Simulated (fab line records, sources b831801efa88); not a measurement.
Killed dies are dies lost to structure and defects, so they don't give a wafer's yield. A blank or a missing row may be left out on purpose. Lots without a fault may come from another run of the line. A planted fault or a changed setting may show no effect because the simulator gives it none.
Chamber matching | flow sky130 | SKY_CONTACT_CVD_00 on pecvd-01: 3 sister chambers
The step deposits Si3N4, target thk 75 nm. 3 wafers are shown with their chamber, then 7 later ones without.

WAFERS WITH THEIR CHAMBER
wafer  | chamber | heater_power_w (W)
L733.5 | 2       | 655
L736.1 | 1       | 777
L736.4 | 0       | 741

WAFERS WITHOUT THEIR CHAMBER
wafer  | heater_power_w (W)
L736.5 | 668
L737.2 | 716
L737.5 | 747
L737.6 | 723
L741.2 | 689
L741.4 | 832
L741.6 | 726

WHICH CHAMBER EACH WENT THROUGH
wafer  | from the rows above          | in truth
L736.5 | 2                            | 2
L737.2 | can't be placed: 0 or 1 or 2 | 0
L737.5 | can't be placed: 0 or 1      | 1
L737.6 | can't be placed: 0 or 1 or 2 | 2
L741.2 | can't be placed: 2 or 0 or 1 | 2
L741.4 | can't be placed: 1 or 0      | 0
L741.6 | can't be placed: 0 or 1 or 2 | 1
Placed correctly: 1 of 7. Can't be placed from these rows: 6 (the true chamber is among the candidates in 6). Placed wrongly: 0.
How it was worked out, from the rows above alone: a wafer's distance from a chamber is the root of the sum, over the readings, of the square of ((its reading less the chamber's mean) divided by the reading's scatter). The wafer belongs to the nearest chamber; if the next one is less than 2 further off, it can't be placed. A chamber's mean is the mean of its shown wafers. The scatter: with one shown wafer a chamber, the root of the mean of the squares of how far each hidden wafer lies from its nearest shown one.
